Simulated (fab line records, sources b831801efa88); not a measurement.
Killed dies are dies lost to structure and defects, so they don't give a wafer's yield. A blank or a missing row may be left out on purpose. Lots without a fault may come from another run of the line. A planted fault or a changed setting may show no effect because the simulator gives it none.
A struck lot beside a sound one | flow sky130 | 42 steps out of a route of 708
Sound: wafers L676.4, L676.5, L676.6. Struck: wafers L688.1, L688.3, L688.5. The cause comes at the end.
At each step with rows: each side's tool, then ch and its chambers, then its first start. Under that, the readings that differ: sound wafers | struck wafers | difference of the means | sigmas: that difference in standard deviations of wafers without a fault.
alike: readings whose means differ by less than 2 such deviations, and words and numbers that are the same on both sides. not compared: withheld readings, readings that some wafer has no value for, bounds like >300 that may hide the same value, and numbers for which the record gives no deviation and whose values overlap.
The two part at a step that has a row with sigmas, a row that says differs or no value, or rows on one side only. Numbers that don't overlap but have no deviation are shown without sigmas and don't part them. A reading that every wafer of one side lacks parts them only if that side has two wafers or more.

first, 6 steps without rows for these wafers: SKY_SD_N_HMDS_01 (prime time 60 s); SKY_SD_N_COAT_02 (resist thk 1140 nm); SKY_SD_N_SOFTBAKE_03 (time 60 s); SKY_SD_N_EXPOSE_04 (exposes mask NSDM, target cd 380 nm); SKY_SD_N_PEB_05; SKY_SD_N_DEVELOP_06 (develop time 60 s).
SKY_SD_N_CD_MEAS_07: target cd 380 nm.
  sound on cd_sem-02, day 28 19:11; struck on cd_sem-02, day 32 14:20
  alike: cd_nm
SKY_SD_N_OVL_MEAS_08:
  sound on overlay-01, day 28 19:16; struck on overlay-02, day 32 14:27
  alike: SD_N_OVL
then, 2 steps without rows for these wafers: SKY_SD_N_IMPLANT_09; SKY_SD_N_IMPLANT_10.
SKY_SD_N_STRIP_11: strips in O2/N2.
  sound on plasma_asher-03 ch 0,1, day 28 19:37; struck on plasma_asher-03 ch 0,1, day 32 14:47
  alike: drypump_motor_current_A, oes_product_au, strip_time_to_endpoint_s
  not compared: rf_hours_counter_h
SKY_SD_N_TW_MEAS_12:
  sound on film_metro-03, day 28 19:43; struck on film_metro-03, day 32 14:53
  alike: SD_N_TW
SKY_SD_N_CLEAN_13: cleans in SC1/SC2, time 150 s.
  sound on wet_bench-03 ch 1, day 28 19:44; struck on wet_bench-01 ch 1, day 32 14:57
  alike: bath_heat_duty_pct
SKY_SD_N_RTA_14: time 2 s.
  sound on rtp_anneal-02 ch 0, day 28 19:49; struck on rtp_anneal-02 ch 0, day 32 15:00
  alike: lamp_power_pct, wafer_temp_C_max
SKY_SD_N_RS_MEAS_16: measures by four-point-probe.
  sound on film_metro-03, day 28 20:02; struck on film_metro-02, day 32 15:10
  alike: SD_N_RS
SKY_SD_N_RS_MEAS_17: measures by four-point-probe.
  sound on film_metro-03, day 28 20:09; struck on film_metro-02, day 32 15:17
  alike: SD_P_RS
SKY_SD_N_RS_MEAS_18: measures by four-point-probe.
  sound on film_metro-03, day 28 20:16; struck on film_metro-02, day 32 15:25
  alike: RES_XHIGH_RS
then, 2 steps without rows for these wafers: SKY_SALICIDE_CLEAN_00 (cleans in HF-last, time 30 s); SKY_LI_CONTACT_HDPCVD_00 (deposits PSG, target thk 930 nm, time 155 s).
SKY_LI_CONTACT_THK_MEAS_01:
  sound on film_metro-01, day 28 20:29; struck on film_metro-03, day 32 15:39
  alike: LI_CONTACT_HDPCVD_THK
then, 1 step without rows for these wafers: SKY_LI_CONTACT_CMP_02 (polishes PSG).
SKY_LI_CONTACT_BOW_MEAS_03:
  sound on film_metro-02, day 28 20:52; struck on film_metro-01, day 32 16:01
  alike: LI_CONTACT_BOW
then, 8 steps without rows for these wafers: SKY_LI_CONTACT_DEHYDRATE_04 (time 60 s); SKY_LI_CONTACT_HMDS_05 (prime time 60 s); SKY_LI_CONTACT_COAT_06 (resist thk 60 nm); SKY_LI_CONTACT_COAT_07 (resist thk 450 nm); SKY_LI_CONTACT_SOFTBAKE_08 (time 90 s); SKY_LI_CONTACT_EXPOSE_09 (exposes mask LICM1, target cd 170 nm); SKY_LI_CONTACT_PEB_10; SKY_LI_CONTACT_DEVELOP_11 (develop time 60 s).
SKY_LI_CONTACT_CD_MEAS_12: target cd 170 nm.
  sound on cd_sem-01, day 30 00:29; struck on cd_sem-01, day 33 18:59
  reading    | sound             | struck            | difference | sigmas
  cd_nm (nm) | 168.5 168.4 168.1 | 172.8 172.0 172.4 | +4.1       | +3
SKY_LI_CONTACT_OVL_MEAS_13:
  sound on overlay-01, day 30 00:33; struck on overlay-02, day 33 19:07
  reading             | sound   | struck     | difference | sigmas
  LI_CONTACT_OVL (nm) | -1 -3 3 | -18 -6 -13 | -12        | -2
then, 1 step without rows for these wafers: SKY_LI_CONTACT_ETCH_14 (etches BARC in N2/H2, stops on SiO2, time 45.9 s, target depth 60 nm).
SKY_LI_CONTACT_ETCH_15: etches PSG in C4F8/O2/Ar, stops on Si, target depth 600 nm.
  sound on rie_diel-04 ch 0,1,3, day 30 00:40; struck on rie_diel-01 ch 0,1, day 33 19:11
  alike: oes_product_au
SKY_LI_CONTACT_STRIP_16: strips in O2/N2.
  sound on plasma_asher-03 ch 0,1, day 30 00:44; struck on plasma_asher-03 ch 0,1, day 33 19:16
  alike: drypump_motor_current_A, oes_product_au, strip_time_to_endpoint_s
  not compared: rf_hours_counter_h
then, 3 steps without rows for these wafers: SKY_LI_CONTACT_CLEAN_17 (cleans in NMP, time 600 s); SKY_LI_CONTACT_PRE_CLEAN_18 (time 5.6 s); SKY_LI_CONTACT_SPUTTER_19 (material Ti, target thk 20 nm, time 106.37 s).
SKY_LI_CONTACT_SPUTTER_20: material TiN, target thk 20 nm, time 80 s.
  sound on pvd_sputter-02, day 30 01:04; struck on pvd_sputter-02, day 33 19:38
  alike: throttle_valve_pct
then, 1 step without rows for these wafers: SKY_LI_CONTACT_CVD_21 (deposits W, target thk 400 nm, time 120.56 s).
SKY_LI_CONTACT_RS_MEAS_22: measures by four-point-probe.
  sound on film_metro-02, day 30 01:19; struck on film_metro-01, day 33 19:50
  alike: LI_CONTACT_W_RS
-- the record jumps here: 15 days lie between the struck wafers' starts before and after (it left off in module LI_CONTACT and takes up again in module PAD_OPEN, whose first step shown is number 708 of the route) --
SKY_PAD_OPEN_PROBE_99:
  sound on prober-01, day 46 06:49; struck on prober-01, day 49 02:06
  reading                                           | sound                | struck               | difference | sigmas
  model.etest.diode_nwell_sub.leak_log10_a_cm2      | -7.221 -7.217 -7.262 | -4.778 -5.141 -4.983 | +2.266     |
  model.etest.diode_dnwell_sub.leak_log10_a_cm2     | -7.155 -7.64 -7.317  | -5.354 -5.082 -4.927 | +2.250     |
  model.etest.diode_pwell_dnwell.leak_log10_a_cm2   | -7.691 -7.622 -7.646 | -5.407 -5.123 -5.524 | +2.302     |
  model.etest.cap_ono.gate_bv_v (V)                 | 16.63 16.46 16.51    | 14.7 14.25 14.17     | -2.2       |
  model.etest.cap_thick_oxide.gate_bv_v (V)         | 15.48 15.47 15.36    | 14.11 14.44 14.41    | -1.12      |
  model.etest.diode_ndiff_pwell_hv.leak_log10_a_cm2 | -6.529 -6.569 -6.625 | -5.073 -5.194 -5.079 | +1.459     |
  model.etest.diode_pdiff_nwell_hv.leak_log10_a_cm2 | -6.653 -6.697 -6.506 | -5.109 -5.1 -5.147   | +1.500     |
  model.etest.diode_ndiff_pwell.leak_log10_a_cm2    | -7.224 -7.28 -7.438  | -5.889 -5.833 -5.634 | +1.529     |
  alike: killed_at_M0_to_M3, killed_at_M4_up, killed_at_contacts, killed_at_front_end, killed_at_other, killed_dies, killed_open, killed_short

WHERE THEY PART
First at SKY_LI_CONTACT_CD_MEAS_12; last, within this record, at SKY_LI_CONTACT_OVL_MEAS_13. Later steps at which nothing parts them and some readings are alike: SKY_LI_CONTACT_ETCH_15, SKY_LI_CONTACT_STRIP_16, SKY_LI_CONTACT_SPUTTER_20, SKY_LI_CONTACT_RS_MEAS_22, SKY_PAD_OPEN_PROBE_99.

WHY: what the simulator had put in
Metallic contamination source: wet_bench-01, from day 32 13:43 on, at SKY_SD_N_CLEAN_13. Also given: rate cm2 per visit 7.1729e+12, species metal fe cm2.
